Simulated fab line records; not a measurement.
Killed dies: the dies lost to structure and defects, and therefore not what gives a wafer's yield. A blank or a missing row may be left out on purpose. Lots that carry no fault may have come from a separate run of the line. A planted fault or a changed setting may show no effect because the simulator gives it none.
Struck lot and sound lot, side by side / flow sfqLine / 17 out of 325 route steps
Sound: these wafers, L674.2, L674.3, L674.5. Wafers struck: L666.3, L666.4, L666.6. The cause is given at the end.
For every step that has rows: the tool of each side, followed by ch and its chambers, followed by its first start. Under that, the readings that differ: sound wafers / struck wafers / difference of the means / sigmas: that difference in standard deviations of wafers without a fault.
alike: a reading whose means differ by less than 2 such deviations, as well as words and numbers matching on both sides. not compared: withheld readings; readings where some wafer has no value; bounds like >300 that might hide an equal value; numbers whose values overlap and for which the record gives no deviation.
A row with sigmas, a row that says differs or no value, or rows on one side alone: a step with any of these is where the two part. Non-overlapping numbers with no deviation appear without sigmas and do not part them. A reading missing from all wafers of one side parts the sides only when that side holds two or more wafers.

SFQ_M1_OVL_MEAS_911:
  struck on overlay-02, day 25 21:27; sound on overlay-01, day 29 04:08
  alike: M1_OVL
SFQ_TRILAYER_M1_BARC_OPEN_METAL_ETCH_054: etches BARC in O2, target depth 125 nm, time 41.7 s.
  sound on rieMetal-02 ch 0,1, day 29 04:10; struck on rieMetal-01 ch 0,1, day 25 21:30
reading=drypumpMotorCurrentA (A); sound=6.19 6.40 6.21; struck=5.78 5.70 5.70; difference=-0.54; sigmas=-2
  alike: biasW, oesProductAu
  not compared: rfHoursCounterH
then, 3 steps without rows for these wafers: SFQ_TRILAYER_M1_ETCH_METAL_ETCH_042 (etches Nb in Cl2/Ar, stops on SiO2, target depth 240 nm, time 120 s); SFQ_TRILAYER_M1_STRIP_STRIP_043 (strips in O2); SFQ_TRILAYER_M1_STRIP_SOLV_CLEAN_044 (cleans in NMP, time 600 s).
SFQ_TRILAYER_I1_DEP_PECVD_045: deposits SiO2 from SiH4/N2O, time 111.11 s, target thk 500 nm.
  sound on pecvd-03 ch 0,1,2, day 29 05:07; struck on pecvd-01 ch 0,2, day 25 22:26
  alike: heaterPowerW, throttleValvePct
SFQ_TRILAYER_I1_CMP_CMP_046: polishes SiO2.
  sound on cmp-01 ch 0,1,3, day 29 05:42; struck on cmp-01 ch 0,2, day 26 11:12
  alike: motorCurrentA, retainingRingPressureFrac, timeToEndpointS
SFQ_I1_BOW_MEAS_912:
  struck on filmMetro-04, day 26 14:14; sound on filmMetro-01, day 29 08:13
  alike: I1_BOW
SFQ_TRILAYER_I1_METRO_MEASURE_047:
  struck on filmMetro-04, day 26 14:43; sound on filmMetro-01, day 29 08:31
  alike: thkNm
then, 3 steps without rows for these wafers: SFQ_TRILAYER_I1_VIA_LITHO_COAT_054 (resist thk 62 nm); SFQ_TRILAYER_I1_VIA_LITHO_COAT_049 (resist thk 650 nm); SFQ_TRILAYER_I1_VIA_LITHO_SOFTBAKE_053.
SFQ_TRILAYER_I1_VIA_LITHO_EXPOSE_050: exposes mask I1, target cd 500 nm.
  sound on krfScanner-02 ch 0, day 29 10:28; struck on krfScanner-01 ch 0, day 26 22:34
reading=model.I1.overlayXNm (nm); sound=2.233 2.233 2.233; struck=57.25 57.25 57.25; difference=+55.02; sigmas=
  alike: mask
then, 2 steps without rows for these wafers: SFQ_TRILAYER_I1_VIA_LITHO_PEB_052 (peb time 60 s); SFQ_TRILAYER_I1_VIA_LITHO_DEVELOP_051 (time 60 s).
SFQ_I1_OVL_MEAS_913:
  struck on overlay-01, day 26 23:40; sound on overlay-01, day 29 11:46
reading=I1_OVL (nm); sound=17 11 8; struck=59 59 66; difference=+49; sigmas=+8
SFQ_TRILAYER_I1_VIA_BARC_OPEN_VIA_ETCH_071: etches BARC in O2, target depth 125 nm, time 41.7 s.
  sound on rieDiel-01 ch 0,1,3, day 29 11:48; struck on rieDiel-01 ch 0,2, day 26 23:41
reading=biasW (W); sound=79.87 79.97 80.02; struck=80.39 80.28 80.41; difference=+0.41; sigmas=+2
  alike: drypumpMotorCurrentA, oesProductAu
  not compared: rfHoursCounterH

WHERE THEY PART
Last at SFQ_TRILAYER_I1_VIA_BARC_OPEN_VIA_ETCH_071 as far as this record goes, first at SFQ_TRILAYER_M1_BARC_OPEN_METAL_ETCH_054.

WHY: what had been put in by the simulator
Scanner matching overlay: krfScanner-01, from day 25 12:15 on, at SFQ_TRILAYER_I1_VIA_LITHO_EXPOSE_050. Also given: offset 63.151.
